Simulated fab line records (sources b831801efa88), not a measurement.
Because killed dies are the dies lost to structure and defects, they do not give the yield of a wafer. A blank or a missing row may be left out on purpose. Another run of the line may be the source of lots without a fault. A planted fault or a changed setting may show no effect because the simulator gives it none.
Comparing a struck lot with a sound one :: flow gf180mcu :: 14 steps out of a route of 602
Sound: these wafers, L815.3, L815.4, L815.5. Wafers struck: L831.2, L831.3, L831.6. The cause is given at the end.
Each step with rows lists, per side, the tool, then ch with its chambers, then its first start. Under that, the readings that differ: sound wafers :: struck wafers :: difference of the means :: sigmas: that difference in standard deviations of wafers without a fault.
alike: a reading whose means differ by less than 2 such deviations, as well as words and numbers matching on both sides. not compared: withheld readings; readings where some wafer has no value; bounds like >300 that might hide an equal value; numbers whose values overlap and for which the record gives no deviation.
Wherever a step has rows on one side only, a row that says differs or no value, or a row with sigmas, the two part there. Numbers that have no deviation but don't overlap get no sigmas and don't part them. A reading missing from all wafers of one side parts the sides only when that side holds two or more wafers.

GF_M1_SPUTTER_01: material TiN, target thk 30 nm, time 25 s.
  sound: pvd-sputter-03 at day 17 14:57; struck: pvd-sputter-02 at day 23 11:10
  alike: throttle-valve-pct
GF_M1_SPUTTER_02: material AlCu, target thk 450 nm, time 23.9 s.
  sound: pvd-sputter-03 at day 17 14:59; struck: pvd-sputter-02 at day 23 11:11
  alike: throttle-valve-pct
GF_M1_SPUTTER_03: material Ti, target thk 10 nm, time 6.7 s.
  sound: pvd-sputter-03 at day 17 15:01; struck: pvd-sputter-02 at day 23 11:13
  alike: throttle-valve-pct
GF_M1_SPUTTER_04: material TiN, target thk 50 nm, time 41.7 s.
  sound: pvd-sputter-03 at day 17 15:02; struck: pvd-sputter-02 at day 23 11:14
  alike: throttle-valve-pct
GF_M1_RS_MEAS_05: measurement is done with a four-point probe.
  sound: film-metro-02 at day 17 15:07; struck: film-metro-02 at day 23 11:18
  alike: M1_ALCU_RS
GF_M1_THK_MEAS_06: measures by xrf.
  sound: film-metro-02 at day 17 15:13; struck: film-metro-02 at day 23 11:25
reading: M1_ALCU_THK (nm)
sound: 450 454 448
struck: 462 464 461
difference: +12
sigmas: +2
then, 6 steps without rows for these wafers: GF_M1_DEHYDRATE_07 (time 60 s); GF_M1_HMDS_08 (prime time 60 s); GF_M1_COAT_09 (resist thk 1000 nm); GF_M1_SOFTBAKE_10 (time 60 s); GF_M1_EXPOSE_11 (exposes mask Metal1, target cd 230 nm); GF_M1_PEB_12 (peb time 90 s).
GF_M1_DEVELOP_13: develop time 61.74 s.
  struck on litho-track-01, day 24 09:55; sound on litho-track-02 ch 0, day 18 14:49
  no value came back on the struck wafers for chill-plate-temp-C (C), develop-time-s (s), resist-line-temp-C (C); on the sound wafers chill-plate-temp-C (C) reads 22.87 22.91 22.83
reading: model.KrF_of_M1_COAT_09.thk-nm (nm)
sound: 986.9 986.9 986.7
struck: 1000 1000 996.8
difference: +12
sigmas: 
GF_M1_CD_MEAS_14 targets a cd of 230 nm.
  sound: cd-sem-02 at day 18 14:57; struck: cd-sem-02 at day 24 10:04
reading: cd-nm (nm)
sound: 230.9 229.1 229.7
struck: - - -
difference: no value on the struck wafers
sigmas: 

## WHERE THEY PART
Last at GF_M1_CD_MEAS_14 as far as this record goes, first at GF_M1_THK_MEAS_06.

WHY: what had been put in by the simulator
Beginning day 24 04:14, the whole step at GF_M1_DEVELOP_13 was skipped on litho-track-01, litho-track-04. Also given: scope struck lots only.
